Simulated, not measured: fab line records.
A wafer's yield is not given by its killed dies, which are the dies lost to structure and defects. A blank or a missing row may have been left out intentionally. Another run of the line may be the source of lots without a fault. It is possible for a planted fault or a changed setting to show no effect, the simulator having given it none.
One fault through the eyes of 2 desks :: flow sky130 :: numbers are kept per desk, each desk with only its own; the story behind them comes last

== THE TOOL OWNER'S DESK: litho track-03 ==
The tool's own readings at SKY_DNWELL_COAT_02 (resist thk 3000 nm): means of the sampled wafers that have a number, for each lot that ran on this tool. The brackets show how far a lot's mean lies from the usual mean; more than 4 standard deviations puts the lot out of limits, marked OUT.
Columns: A = chill plate temp C at SKY_DNWELL_COAT_02, usual 22.99 C; B = dispense pressure kPa at SKY_DNWELL_COAT_02, usual 49.7 kPa; C = spin speed rpm at SKY_DNWELL_COAT_02, usual 1999.6 rpm
lot: L763
first seen here: day 3 13:20
A: 22.97
B: 49.8
C: 2000.0

lot: L776
first seen here: day 6 07:32
A: 22.96
B: 49.8
C: 1999.5

lot: L777
first seen here: day 6 15:32
A: 23.10
B: 49.7
C: 1999.9

lot: L779
first seen here: day 7 02:02
A: 23.07
B: 49.7
C: 2000.6

lot: L781
first seen here: day 7 13:38
A: 22.95
B: 49.7
C: 2001.6

lot: L783
first seen here: day 7 22:10
A: 23.08
B: 49.7
C: 2000.1
This desk's verdict: no lot among the 6 shows anything out of limits.

== METROLOGY DESK ==
What the gauges read for every lot (on any tool): the sampled wafers with a number, averaged. The brackets show how far a lot's mean lies from the usual mean; more than 4 standard deviations puts the lot out of limits, marked OUT.
Columns: A = DNWELL_TW at SKY_DNWELL_TW_MEAS_09, usual 1109; B = PWDE_TW at SKY_PWDE_TW_MEAS_10, usual 373; C = NWELL_TW at SKY_NWELL_TW_MEAS_15, usual 1807; D = NWELL_2_TW at SKY_NWELL_TW_MEAS_26, usual 493; E = cd nm at SKY_VT_ADJUST_HVTP_CD_MEAS_07, usual 380.0 nm
lot: L762
first seen here: day 3 18:26
A: 1109
B: 371
C: 1799
D: 497
E: 381.3

lot: L763
first seen here: day 3 22:10
A: 1109
B: 376
C: 1828
D: 496
E: 377.8

lot: L764
first seen here: day 4 02:47
A: 1108
B: 376
C: 1819
D: 497
E: 377.6

lot: L765
first seen here: day 4 07:40
A: 1116
B: 374
C: 1806
D: 488
E: 380.6

lot: L766
first seen here: day 4 13:29
A: 1121
B: 1135 (+99 or more) OUT
C: 1901 (+6.7) OUT
D: 1147 (+99 or more) OUT
E: 379.2

lot: L767
first seen here: day 4 17:23
A: 1098
B: 1132 (+99 or more) OUT
C: 1922 (+8.2) OUT
D: 1138 (+99 or more) OUT
E: 378.3

lot: L776
first seen here: day 6 17:41
A: 1103
B: 371
C: 1815
D: 490
E: 380.3

lot: L777
first seen here: day 7 01:08
A: 1112
B: 373
C: 1815
D: 494
E: 380.0

lot: L779
first seen here: day 7 12:46
A: 1115
B: 374
C: 1819
D: 494
E: 384.1

lot: L781
first seen here: day 7 23:23
A: 1108
B: 372
C: 1794
D: 489
E: 380.0

lot: L783
first seen here: day 8 08:52
A: 1102
B: 370
C: 1789
D: 489
E: 379.9
This desk's result: L766, L767 out of limits, first on L766 (PWDE_TW at SKY_PWDE_TW_MEAS_10), day 5 06:42. In limits: L762, L763, L764, L765, L776, L777, L779, L781, L783.

== BROUGHT TOGETHER ==
Metrology desk: alarm possible at day 5 06:42 on L766, L767.
Nothing out of limits was seen by the tool owner's desk.
The tool owner's desk has no number on record for L766, L767.
All the named lots went through SKY_DNWELL_COAT_02 on litho track-03.

== WHAT THE SIMULATOR PUT IN ==
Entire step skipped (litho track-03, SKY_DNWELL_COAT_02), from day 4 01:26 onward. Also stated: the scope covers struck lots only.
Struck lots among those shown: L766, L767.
Time in hours between the start of the fault and the first out-of-limits reading at each desk: metrology desk, 29.
